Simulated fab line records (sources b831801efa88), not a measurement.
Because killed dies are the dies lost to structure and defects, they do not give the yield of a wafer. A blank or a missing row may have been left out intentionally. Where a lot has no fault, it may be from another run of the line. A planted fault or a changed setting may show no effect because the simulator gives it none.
Which tool was responsible? + flow gf180mcu + 11 lots with 33 wafers sampled at 4 steps, on a route of 602 steps

WHAT THE GAUGES READ, wafer by wafer
GF_M4_RS_MEAS_05: measures by four-point-probe.
| lot  | measured     | on           | M4_ALCU_RS (ohm/sq)  |
|------|--------------|--------------|----------------------|
| L772 | day 22 06:36 | filmMetro-02 | 0.0688 0.0692 0.0697 |
| L773 | day 22 11:36 | filmMetro-02 | 0.0695 0.0703 0.0694 |
| L774 | day 23 03:43 | filmMetro-04 | 0.0719 0.0711 0.0722 |
| L775 | day 23 15:48 | filmMetro-02 | 0.0673 0.0679 0.0681 |
| L776 | day 23 21:31 | filmMetro-01 | 0.0696 0.0698 0.0689 |
| L777 | day 24 06:05 | filmMetro-02 | 0.0685 0.0683 0.0692 |
| L780 | day 25 17:21 | filmMetro-01 | 0.0690 0.0700 0.0702 |
| L783 | day 27 03:26 | filmMetro-01 | 0.0718 0.0701 0.0726 |
| L788 | day 27 21:23 | filmMetro-04 | 0.0701 0.0700 0.0698 |
| L792 | day 28 23:56 | filmMetro-01 | 0.0693 0.0693 0.0708 |
| L795 | day 29 20:08 | filmMetro-02 | 0.0703 0.0709 0.0684 |

WHICH TOOL RAN EACH LOT (tool, then ch and the chambers of the sampled wafers, then the start)
| lot  | GF_POLY_GATE_ETCH_12              | GF_CONTACT_ETCH_16                | GF_V2_SPUTTER_22            |
|------|-----------------------------------|-----------------------------------|-----------------------------|
| L772 | rieDiel-04 ch 0,3, day 9 01:55    | rieDiel-04 ch 0,2,3, day 15 21:52 | pvdSputter-01, day 20 02:39 |
| L773 | rieDiel-02 ch 0,2, day 9 06:41    | rieDiel-04 ch 1,2, day 16 03:40   | pvdSputter-01, day 20 08:20 |
| L774 | rieDiel-04 ch 2,3, day 9 17:43    | rieDiel-01 ch 0,2,3, day 16 18:03 | pvdSputter-04, day 21 00:57 |
| L775 | rieDiel-03 ch 0,2,3, day 10 02:07 | rieDiel-02 ch 1,2,3, day 17 07:07 | pvdSputter-04, day 21 13:42 |
| L776 | rieDiel-03 ch 0,1,2, day 10 08:44 | rieDiel-02 ch 0,2,3, day 17 11:50 | pvdSputter-04, day 21 19:25 |
| L777 | rieDiel-04 ch 1,2,3, day 10 14:07 | rieDiel-02 ch 1,2,3, day 17 20:55 | pvdSputter-04, day 22 04:14 |
| L780 | rieDiel-02 ch 0,2, day 11 21:55   | rieDiel-04 ch 0,1, day 19 11:45   | pvdSputter-04, day 23 17:09 |
| L783 | rieDiel-02 ch 2,3, day 13 03:50   | rieDiel-04 ch 0,2, day 21 04:14   | pvdSputter-01, day 25 05:59 |
| L788 | rieDiel-03 ch 1,2,3, day 14 01:31 | rieDiel-02 ch 0,2,3, day 22 01:13 | pvdSputter-04, day 26 00:46 |
| L792 | rieDiel-04 ch 0,2,3, day 15 06:13 | rieDiel-02 ch 1,2,3, day 23 08:40 | pvdSputter-04, day 27 04:49 |
| L795 | rieDiel-03 ch 0,2,3, day 16 04:34 | rieDiel-02 ch 0,1, day 24 07:09   | pvdSputter-04, day 28 01:53 |
- GF_POLY_GATE_ETCH_12: etches BARC in N2/H2.
- GF_CONTACT_ETCH_16: etches BARC in N2/H2.
- GF_V2_SPUTTER_22: material TiN, target thk 10 nm, time 40 s.

THE ANSWER, worked out from the rows above alone
Rule: the usual values come from the lots themselves. The widest of any qualifying gaps counts: lots, ordered by their means at a reading, are off when they make up no more than a third of the lots, leave a main group of 4 or more, and stand apart from it by 3 or more times the standard deviation of that group's means. A main group whose means are all the same, to the digits that the tables above print for the reading, isn't used. Also off: a lot with no number at a reading for which 4 or more lots have one. The other lots that the step has rows for count as sound.
None of the lots is off at any reading shown; this tells nothing.

WHAT HAD BEEN PUT IN BY THE SIMULATOR
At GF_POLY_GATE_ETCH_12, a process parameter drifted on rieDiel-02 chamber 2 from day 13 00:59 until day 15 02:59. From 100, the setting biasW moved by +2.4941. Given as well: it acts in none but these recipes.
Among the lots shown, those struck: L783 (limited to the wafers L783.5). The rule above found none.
